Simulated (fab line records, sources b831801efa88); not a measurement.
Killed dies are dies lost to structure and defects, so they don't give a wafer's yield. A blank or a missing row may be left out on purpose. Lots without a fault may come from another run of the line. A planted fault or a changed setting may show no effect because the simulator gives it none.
Tool commonality check | flow gf180mcu | 13 lots, 42 wafers sampled

WHY IT WAS OPENED
At GF_VT_IMPLANT_TW_MEAS_10 the reading VT_IMPLANT_TW is flagged on 1 of 13 lots. Wafers without a fault read 559, standard deviation 5.2.
Rule: a lot is flagged when every wafer of it that has a number lies more than 4 standard deviations from that mean, or none has a number. The other lots count as sound.

lot  | measured     | on            | VT_IMPLANT_TW, wafer by wafer | flag
L775 | day 5 13:48  | film_metro-01 | 564 557 563                   |
L777 | day 6 05:53  | film_metro-02 | 550 551 551                   |
L779 | day 6 14:35  | film_metro-01 | 564 563 563                   |
L780 | day 6 22:17  | film_metro-02 | 557 553 555                   |
L782 | day 7 08:57  | film_metro-04 | 30 30 30 30 30 30             | FLAGGED
L785 | day 8 05:14  | film_metro-02 | 554 553 551                   |
L791 | day 9 14:32  | film_metro-04 | 560 560 562                   |
L793 | day 10 11:14 | film_metro-02 | 562 562 560                   |
L792 | day 10 12:52 | film_metro-01 | 565 570 565                   |
L794 | day 10 17:34 | film_metro-01 | 565 567 569                   |
L796 | day 10 22:11 | film_metro-01 | 567 564 566                   |
L797 | day 11 11:02 | film_metro-04 | 561 557 560                   |
L798 | day 11 20:41 | film_metro-01 | 562 566 565                   |
The numbers of the flagged lots are 30 on average: -529 against the usual, or -99 or more standard deviations.

WHICH TOOL RAN EACH LOT
The record holds 1 process step before the reading, out of a route of 602 steps. In each cell: the tool, then ch and the chambers that the sampled wafers went through, then the start.
lot  | flag    | GF_VT_IMPLANT_EXPOSE_04
L775 |         | iline_stepper-01 ch 0, day 5 06:26
L777 |         | iline_stepper-01 ch 0, day 5 22:47
L779 |         | iline_stepper-02 ch 0, day 6 08:02
L780 |         | iline_stepper-01 ch 0, day 6 14:25
L782 | FLAGGED | iline_stepper-01 ch 0, day 7 01:12
L785 |         | iline_stepper-01 ch 0, day 7 21:01
L791 |         | iline_stepper-01 ch 0, day 9 06:13
L793 |         | iline_stepper-02 ch 0, day 10 02:32
L792 |         | iline_stepper-02 ch 0, day 10 04:03
L794 |         | iline_stepper-02 ch 0, day 10 08:32
L796 |         | iline_stepper-02 ch 0, day 10 13:17
L797 |         | iline_stepper-02 ch 0, day 11 01:39
L798 |         | iline_stepper-01 ch 0, day 11 10:56
What these steps do:
- GF_VT_IMPLANT_EXPOSE_04: exposes mask LVPWELL LV AREA, target cd 600 nm.
- GF_VT_IMPLANT_TW_MEAS_10

FLAGGED OVER TOTAL, TOOL BY TOOL (the gauges that took the reading come last)
step                     | tool             | lots run | flagged | share of the flagged lots | sound lots run after its first flagged lot
GF_VT_IMPLANT_EXPOSE_04  | iline_stepper-01 | 7        | 1       | all                       | 3 (L785,L791,L798)
GF_VT_IMPLANT_EXPOSE_04  | iline_stepper-02 | 6        | 0       | none                      | -
GF_VT_IMPLANT_TW_MEAS_10 | film_metro-01    | 6        | 0       | none                      | -
GF_VT_IMPLANT_TW_MEAS_10 | film_metro-02    | 4        | 0       | none                      | -
GF_VT_IMPLANT_TW_MEAS_10 | film_metro-04    | 3        | 1       | all                       | 2 (L791,L797)

WHAT THE TABLE ALLOWS
2 rows of the table ran every flagged lot: iline_stepper-01 at GF_VT_IMPLANT_EXPOSE_04, film_metro-04 at GF_VT_IMPLANT_TW_MEAS_10.
- iline_stepper-01 at GF_VT_IMPLANT_EXPOSE_04: 1 of its 7 lots flagged. Sound lots ran on it after the first flagged one (L785, L791, L798), which a lasting fault on the whole tool wouldn't allow.
- film_metro-04 at GF_VT_IMPLANT_TW_MEAS_10: 1 of its 3 lots flagged. Sound lots ran on it after the first flagged one (L791, L797), which a lasting fault on the whole tool wouldn't allow.
No row of the table ran every flagged lot and no sound lot after the first.

WHAT THE SIMULATOR HAD PUT IN
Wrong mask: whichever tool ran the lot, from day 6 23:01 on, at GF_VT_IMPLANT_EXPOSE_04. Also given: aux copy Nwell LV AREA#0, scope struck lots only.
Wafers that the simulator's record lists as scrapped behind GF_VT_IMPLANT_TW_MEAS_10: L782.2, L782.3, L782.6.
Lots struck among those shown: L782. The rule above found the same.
